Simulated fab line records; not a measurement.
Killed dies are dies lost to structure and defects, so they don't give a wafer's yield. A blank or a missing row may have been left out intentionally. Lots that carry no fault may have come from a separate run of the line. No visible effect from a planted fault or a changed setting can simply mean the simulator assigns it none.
Matching of chambers    flow sky130    rie diel-01 running SKY_SPACER_ETCHBACK_02: 4 sister chambers
The step etches Si3N4 in CH3F/O2, stops on SiO2, time 46.7 s, target depth 45 nm. 8 wafers are shown with their chamber, then 8 later ones without.

WAFERS WITH THEIR CHAMBER
wafer   chamber  drypump motor current A (A)  oes product au (a.u.)
L642.2  1        4.8                          0.850
L645.3  3        5.6                          0.850
L645.5  3        5.6                          0.855
L645.6  2        5.8                          0.847
L646.1  2        5.9                          0.844
L646.5  0        5.7                          0.850
L646.6  1        4.8                          0.847
L656.1  0        5.7                          0.848

WAFERS WITHOUT THEIR CHAMBER
wafer   drypump motor current A (A)  oes product au (a.u.)
L656.4  5.6                          0.846
L656.6  4.8                          0.842
L657.2  4.9                          0.842
L657.3  5.6                          0.847
L657.6  5.6                          0.852
L658.1  5.9                          0.863
L658.2  4.8                          0.838
L658.3  5.6                          0.849

WHICH CHAMBER EACH WENT THROUGH
wafer   from the rows above      in truth
L656.4  can't be placed: 3 or 0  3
L656.6  1                        1
L657.2  1                        1
L657.3  can't be placed: 3 or 0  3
L657.6  3                        3
L658.1  can't be placed: 2 or 0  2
L658.2  1                        1
L658.3  can't be placed: 3 or 0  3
Placed correctly: 4 of 8. Can't be placed from these rows: 4 (the true chamber is among the candidates in 4). Number placed wrongly: 0.
How it was worked out, from the rows above alone: a wafer's distance from a chamber is the root of the sum, over the readings, of the square of ((its reading less the chamber's mean) divided by the reading's scatter). The wafer belongs to the nearest chamber; if the next one is less than 2 further off, it can't be placed. The mean given for a chamber averages the wafers shown for that chamber. The scatter is the square root of a quotient: the sum, over the shown wafers, of each reading's squared deviation from its chamber's mean, divided by wafers minus chambers.
